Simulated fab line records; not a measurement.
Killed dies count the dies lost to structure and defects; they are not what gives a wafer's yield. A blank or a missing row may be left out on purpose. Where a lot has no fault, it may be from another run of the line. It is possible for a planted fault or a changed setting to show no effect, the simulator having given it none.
Which of the tools did it? | flow sfq line | 15 lots, 45 wafers sampled, at 6 steps of a route of 325

== WHAT THE GAUGES SHOWED, per wafer ==
SFQ_L0_RS_MEAS_901: uses a four-point probe to measure.
lot  | measured    | on            | L0_MONX_KI_RS (ohm/sq)
L629 | day 1 12:34 | film metro-01 | 42.8 42.8 43.4
L630 | day 1 17:34 | film metro-01 | 43.3 43.9 43.8
L631 | day 1 22:34 | film metro-01 | 43.4 43.7 43.4
L632 | day 2 03:34 | film metro-02 | 43.7 43.5 43.4
L633 | day 2 08:36 | film metro-01 | 42.9 42.3 42.8
L635 | day 2 18:34 | film metro-02 | 43.9 44.1 44.0
L637 | day 3 04:35 | film metro-01 | 43.3 43.5 43.4
L638 | day 3 09:35 | film metro-01 | 43.0 43.6 43.4
L641 | day 4 00:49 | film metro-01 | 21.8 21.9 21.9
L642 | day 4 05:34 | film metro-01 | 44.3 43.3 43.4
L648 | day 5 11:35 | film metro-01 | 43.7 43.2 43.9
L649 | day 5 16:48 | film metro-04 | 21.8 22.0 21.9
L650 | day 5 21:49 | film metro-01 | 21.9 22.1 21.7
L651 | day 6 02:34 | film metro-02 | 43.7 44.1 44.4
L652 | day 6 07:34 | film metro-04 | 43.3 43.9 43.4

SFQ_L0_THK_MEAS_902: measures by xrf.
lot  | measured    | on            | L0_MONX_KI_THK (nm)
L629 | day 1 12:41 | film metro-01 | 40.8 41.0 40.4
L630 | day 1 17:41 | film metro-01 | 40.6 40.2 39.9
L631 | day 1 22:41 | film metro-01 | 40.4 40.4 40.4
L632 | day 2 03:41 | film metro-02 | 39.4 40.1 39.9
L633 | day 2 08:42 | film metro-01 | 40.5 41.2 40.8
L635 | day 2 18:41 | film metro-02 | 39.5 39.5 39.4
L637 | day 3 04:41 | film metro-01 | 40.5 40.1 40.6
L638 | day 3 09:41 | film metro-01 | 40.5 40.0 40.4
L641 | day 4 00:56 | film metro-01 | 80.0 79.5 79.8
L642 | day 4 05:41 | film metro-01 | 39.4 40.2 40.5
L648 | day 5 11:41 | film metro-01 | 40.4 40.8 40.1
L649 | day 5 16:55 | film metro-04 | 79.4 78.2 78.8
L650 | day 5 21:56 | film metro-01 | 79.8 79.6 80.8
L651 | day 6 02:41 | film metro-02 | 39.8 39.4 39.2
L652 | day 6 07:41 | film metro-04 | 40.1 39.5 39.8

SFQ_M0_OVL_MEAS_906.
lot  | measured     | on         | M0_OVL (nm)
L629 | day 11 18:16 | overlay-02 | -10 -11 -6
L630 | day 12 03:52 | overlay-02 | 1 -2 1
L631 | day 12 15:52 | overlay-01 | 4 -3 -2
L632 | day 13 01:37 | overlay-01 | -7 -7 -1
L633 | day 13 10:01 | overlay-01 | -6 -3 5
L635 | day 14 05:35 | overlay-01 | -11 -5 -7
L637 | day 14 19:59 | overlay-01 | 3 2 -5
L638 | day 15 05:35 | overlay-02 | 1 -2 -2
L641 | day 15 20:44 | overlay-01 | -6 -4 1
L642 | day 16 05:08 | overlay-02 | -3 1 -4
L648 | day 17 17:23 | overlay-01 | -1 -6 -1
L649 | day 17 18:35 | overlay-01 | 6 4 10
L650 | day 17 19:47 | overlay-02 | 9 7 9
L651 | day 17 22:11 | overlay-01 | 4 -3 0
L652 | day 17 23:23 | overlay-01 | -12 -10 -15

SFQ_I1_BOW_MEAS_912.
lot  | measured     | on            | I1_BOW (um)
L629 | day 22 12:50 | film metro-02 | -1 -3 8
L630 | day 24 02:17 | film metro-01 | -4 -4 -5
L631 | day 24 17:28 | film metro-01 | 6 -8 -1
L632 | day 24 22:41 | film metro-04 | -8 11 9
L633 | day 25 00:43 | film metro-02 | 17 5 17
L635 | day 26 16:17 | film metro-01 | 5 9 -6
L637 | day 27 06:57 | film metro-01 | -2 5 -1
L638 | day 27 16:20 | film metro-01 | 4 8 10
L641 | day 28 14:00 | film metro-01 | 4 1 10
L642 | day 29 00:33 | film metro-02 | -6 10 -1
L648 | day 31 11:16 | film metro-04 | 8 -4 8
L649 | day 31 17:15 | film metro-02 | 16 13 19
L650 | day 31 23:16 | film metro-02 | -10 2 1
L651 | day 32 05:15 | film metro-02 | 9 2 -3
L652 | day 32 12:08 | film metro-01 | 13 4 2

== TOOL THAT RAN EACH LOT (tool first, then ch and the chambers of the sampled wafers, then the start) ==
lot  | SFQ_TRILAYER_L0_DEP_SPUTTER_003 | SFQ_TRILAYER_L0_ETCH_METAL_ETCH_008
L629 | pvd sputter-06, day 1 12:29     | rie metal-04 ch 0,1, day 4 11:34
L630 | pvd sputter-04, day 1 17:29     | rie metal-02 ch 0,1, day 4 17:34
L631 | pvd sputter-03, day 1 22:29     | rie metal-03 ch 0,1, day 5 01:58
L632 | pvd sputter-04, day 2 03:29     | rie metal-04 ch 1, day 5 10:34
L633 | pvd sputter-04, day 2 08:29     | rie metal-04 ch 0, day 5 22:09
L635 | pvd sputter-06, day 2 18:29     | rie metal-02 ch 0,1, day 6 11:23
L637 | pvd sputter-06, day 3 04:29     | rie metal-04 ch 0,1, day 6 16:11
L638 | pvd sputter-06, day 3 09:29     | rie metal-04 ch 0,1, day 6 23:38
L641 | pvd sputter-03, day 4 00:29     | rie metal-02 ch 0,1, day 7 11:23
L642 | pvd sputter-06, day 4 05:29     | rie metal-04 ch 0,1, day 7 17:23
L648 | pvd sputter-04, day 5 11:29     | rie metal-02 ch 0,1, day 9 07:31
L649 | pvd sputter-06, day 5 16:29     | rie metal-02 ch 0,1, day 9 08:43
L650 | pvd sputter-06, day 5 21:29     | rie metal-03 ch 0,1, day 9 09:55
L651 | pvd sputter-03, day 6 02:29     | rie metal-02 ch 0,1, day 9 11:34
L652 | pvd sputter-04, day 6 07:29     | rie metal-04 ch 0,1, day 9 12:19
- SFQ_TRILAYER_L0_DEP_SPUTTER_003: material MoNx KI, target thk 40 nm, time 100 s.
- SFQ_TRILAYER_L0_ETCH_METAL_ETCH_008: etches MoNx KI in SF6/O2, stops on SiO2, target depth 50 nm, time 25 s.

== WHAT THE TOOLS THEMSELVES READ (means of the sampled wafers that have a number; where no wafer has one, the mark that the record gives instead) ==
SFQ_TRILAYER_L0_DEP_SPUTTER_003.
lot  | tool           | throttle valve pct (%)
L629 | pvd sputter-06 | 30.7
L630 | pvd sputter-04 | 29.2
L631 | pvd sputter-03 | 29.4
L632 | pvd sputter-04 | 30.2
L633 | pvd sputter-04 | 30.1
L635 | pvd sputter-06 | 31.1
L637 | pvd sputter-06 | 30.2
L638 | pvd sputter-06 | 30.9
L641 | pvd sputter-03 | 30.3
L642 | pvd sputter-06 | 32.0
L648 | pvd sputter-04 | 29.8
L649 | pvd sputter-06 | 30.2
L650 | pvd sputter-06 | 30.9
L651 | pvd sputter-03 | 30.4
L652 | pvd sputter-04 | 30.1

SFQ_TRILAYER_L0_ETCH_METAL_ETCH_008.
lot  | tool         | drypump motor current A (A) | oes product au (a.u.)
L629 | rie metal-04 | 5.9                         | 0.883
L630 | rie metal-02 | 5.3                         | 0.872
L631 | rie metal-03 | 6.3                         | 0.873
L632 | rie metal-04 | 6.0                         | 0.873
L633 | rie metal-04 | 5.8                         | 0.883
L635 | rie metal-02 | 5.3                         | 0.863
L637 | rie metal-04 | 5.9                         | 0.873
L638 | rie metal-04 | 5.9                         | 0.878
L641 | rie metal-02 | 5.3                         | 0.999
L642 | rie metal-04 | 5.9                         | 0.870
L648 | rie metal-02 | 5.3                         | 0.873
L649 | rie metal-02 | 5.2                         | 0.989
L650 | rie metal-03 | 6.1                         | 1.017
L651 | rie metal-02 | 5.1                         | 0.868
L652 | rie metal-04 | 5.9                         | 0.875

== THE ANSWER, worked out from the rows above alone ==
Rule: usual is defined by the lots themselves. The widest of any qualifying gaps counts: lots, ordered by their means at a reading, are off when they make up no more than a third of the lots, leave a main group of 4 or more, and stand apart from it by 3 or more times the standard deviation of that group's means. Not used: any main group whose means are identical at the precision the tables above print for the reading. Also off: a lot with no number at a reading for which 4 or more lots have one. All remaining lots with rows at the step are treated as sound. The gauges are gone through in route order, then the tools' own readings, and for those a lot's mean is taken as printed above. The first step at which some lot is off is used, and at that step the reading that is off furthest; a lot without a number counts as furthest.
Off: L641, L649, L650, at SFQ_L0_RS_MEAS_901 (L0_MONX_KI_RS). For the main group the mean is 43.5 ohm/sq and the standard deviation 0.37.
A tool fits if, at a process step before that reading, it ran every lot that is off, and no sound lot after the first of them. The gauges at SFQ_L0_RS_MEAS_901 aren't tried: what is off there is off at SFQ_TRILAYER_L0_ETCH_METAL_ETCH_008 too, on other tools, and a gauge's error can't cause that. None of those tried fits.

== WHAT THE SIMULATOR PUT IN ==
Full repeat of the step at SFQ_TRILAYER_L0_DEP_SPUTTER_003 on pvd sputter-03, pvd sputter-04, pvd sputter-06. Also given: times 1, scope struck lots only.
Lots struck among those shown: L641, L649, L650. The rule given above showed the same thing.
